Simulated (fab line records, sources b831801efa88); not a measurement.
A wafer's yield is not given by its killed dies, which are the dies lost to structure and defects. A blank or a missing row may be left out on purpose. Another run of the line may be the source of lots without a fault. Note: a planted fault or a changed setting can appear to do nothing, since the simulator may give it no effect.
Chamber matching :: flow gf180mcu :: cmp-01 running GF_STI_CMP_25: 4 sister chambers
The step polishes, stops on Si3N4, t overpolish 33 s, target thk 524.6 nm. 8 wafers are shown with their chamber, then 10 later ones without.

## WAFERS WITH THEIR CHAMBER
wafer: L839.6
chamber: 1
motor_current_A (A): 10.3
time_to_endpoint_s (s): 118

wafer: L840.1
chamber: 1
motor_current_A (A): 10.9
time_to_endpoint_s (s): 119

wafer: L841.1
chamber: 3
motor_current_A (A): 13.8
time_to_endpoint_s (s): 120

wafer: L842.3
chamber: 2
motor_current_A (A): 9.9
time_to_endpoint_s (s): 117

wafer: L842.4
chamber: 0
motor_current_A (A): 11.1
time_to_endpoint_s (s): 122

wafer: L842.6
chamber: 2
motor_current_A (A): 9.6
time_to_endpoint_s (s): 116

wafer: L847.1
chamber: 0
motor_current_A (A): 11.3
time_to_endpoint_s (s): 123

wafer: L847.3
chamber: 3
motor_current_A (A): 14.3
time_to_endpoint_s (s): 117

## WAFERS WITHOUT THEIR CHAMBER
wafer: L847.4
motor_current_A (A): 9.8
time_to_endpoint_s (s): 120

wafer: L848.1
motor_current_A (A): 14.2
time_to_endpoint_s (s): 122

wafer: L848.3
motor_current_A (A): 11.1
time_to_endpoint_s (s): 125

wafer: L848.5
motor_current_A (A): 10.6
time_to_endpoint_s (s): 117

wafer: L850.2
motor_current_A (A): 11.4
time_to_endpoint_s (s): 121

wafer: L850.3
motor_current_A (A): 11.3
time_to_endpoint_s (s): 114

wafer: L850.5
motor_current_A (A): 11.3
time_to_endpoint_s (s): 124

wafer: L851.1
motor_current_A (A): 12.0
time_to_endpoint_s (s): 130

wafer: L851.4
motor_current_A (A): 11.5
time_to_endpoint_s (s): 126

wafer: L851.6
motor_current_A (A): 14.4
time_to_endpoint_s (s): 125

## WHICH CHAMBER EACH ONE RAN IN
wafer: L847.4
from the rows above: can't be placed: 2 or 1
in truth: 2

wafer: L848.1
from the rows above: 3
in truth: 3

wafer: L848.3
from the rows above: 0
in truth: 0

wafer: L848.5
from the rows above: can't be placed: 1 or 2
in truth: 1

wafer: L850.2
from the rows above: can't be placed: 0 or 1
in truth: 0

wafer: L850.3
from the rows above: can't be placed: 1 or 2
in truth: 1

wafer: L850.5
from the rows above: 0
in truth: 0

wafer: L851.1
from the rows above: 0
in truth: 0

wafer: L851.4
from the rows above: 0
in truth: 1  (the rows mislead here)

wafer: L851.6
from the rows above: 3
in truth: 3
Correctly placed: 5 of 10. Can't be placed from these rows: 4 (the true chamber is among the candidates in 4). Number placed wrongly: 1.
How it was worked out, from the rows above alone: a wafer's distance from a chamber is the root of the sum, over the readings, of the square of ((its reading less the chamber's mean) divided by the reading's scatter). The wafer belongs to the nearest chamber; if the next one is less than 2 further off, it can't be placed. The mean given for a chamber averages the wafers shown for that chamber. How the scatter is found: for the shown wafers, subtract from each reading the mean of its chamber, square and add these, divide the total by (wafers less chambers), then take the root.
